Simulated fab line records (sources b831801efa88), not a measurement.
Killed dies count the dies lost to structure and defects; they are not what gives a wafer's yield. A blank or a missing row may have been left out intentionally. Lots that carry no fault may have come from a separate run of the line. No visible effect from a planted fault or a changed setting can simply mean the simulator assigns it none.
8D (eight disciplines) problem report, filled in by code | flow sky130 | the parts of the form that need people (team, actions taken, sign-off) are left out

1. PROBLEM STATEMENT
Mean SONOS_ONO_CVD_02_THK at SKY_SONOS_ONO_THK_MEAS_03: 11.74 nm over 6 wafers in 2 lots; fault-free wafers: 10.54 nm, standard deviation 0.12. That puts it +10 standard deviations away from the usual mean.
First seen on wafer L727.1, day 15 01:02, on film metro-04. The record has a number at this step for 36 wafers belonging to 12 lots. Rule for "out", or "out of limits": more than 4 standard deviations from the usual mean. All remaining wafers that have a number are taken as sound.

2. WHAT IT IS, AND WHAT IT ISN'T
question                    | is                           | is not
which readings at this step | SONOS_ONO_CVD_02_THK         | -
which lots                  | L727, L728                   | L717, L718, L721, L723, L724, L726, L737, L738, L739, L740
which wafers of those lots  | all that have a number       | -
read on which gauges        | film metro-01, film metro-04 | film metro-02
when                        | from day 15 01:02            | up to then (18 sound wafers); but 12 sound wafers of L737, L738, L739, L740 came after

3. WHAT RULES OUT EACH SUSPECT
Counting: any tool at a process step up to the reading is kept as a suspect provided that every lot that is out went through it and no sound lot did after the first of them.
- the gauge at SKY_SONOS_ONO_THK_MEAS_03 has been ruled out. 2 gauges (film metro-01, film metro-04) read the wafers that are out.
- lpcvd-02 at SKY_SONOS_ONO_CVD_02 (deposits Si3N4 from DCS/NH3, target thk 10.5 nm, time 180 s): ruled out as a lasting fault. Following L727 (day 14 23:59), the first lot on it that is out, the sound lots L737, L738, L739, L740 were run on it.
Left after counting: nothing in the record.

4. THE CAUSE (what the simulator had put in)
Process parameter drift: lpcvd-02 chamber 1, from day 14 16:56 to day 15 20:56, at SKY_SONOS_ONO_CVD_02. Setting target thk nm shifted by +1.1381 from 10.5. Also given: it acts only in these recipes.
It was ruled out by counting, in error; the rule expects a fault to strike all lots run on its tool from its start on, and this fault did not.

5. THE EFFECT CHAIN, in route order
Each row: a reading where the mean over the struck wafers with a number is more than 3 standard deviations away from the usual. Only readings whose record carries a usual standard deviation are examined. hours: median over the lots of the time between each lot's start at the first step of this table that gives one and its start at this step. sigmas: the change, counted in usual standard deviations.
hours | step                      | reading              | usual    | on struck wafers | change | sigmas
0     | SKY_SONOS_ONO_THK_MEAS_03 | SONOS_ONO_CVD_02_THK | 10.54 nm | 11.74            | +1.20  | +10
At these later measuring or inspecting steps, every struck wafer for which the step has a row has a number for every such reading, and none has moved that far: SKY_LDD_N_OVL_MEAS_07, SKY_RES_XHIGH_TW_MEAS_09.

6. HOW IT WOULD HAVE BEEN CAUGHT EARLIER
Counted from the fault's start at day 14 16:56, it took 8 hours until the first out-of-limits reading at a measuring or inspecting step in this record, taken at day 15 01:02.
Of the tool readings at SKY_SONOS_ONO_CVD_02 for which the record gives a usual standard deviation, none was out on any struck wafer, so an alarm limit of 4 standard deviations on them would not have fired.
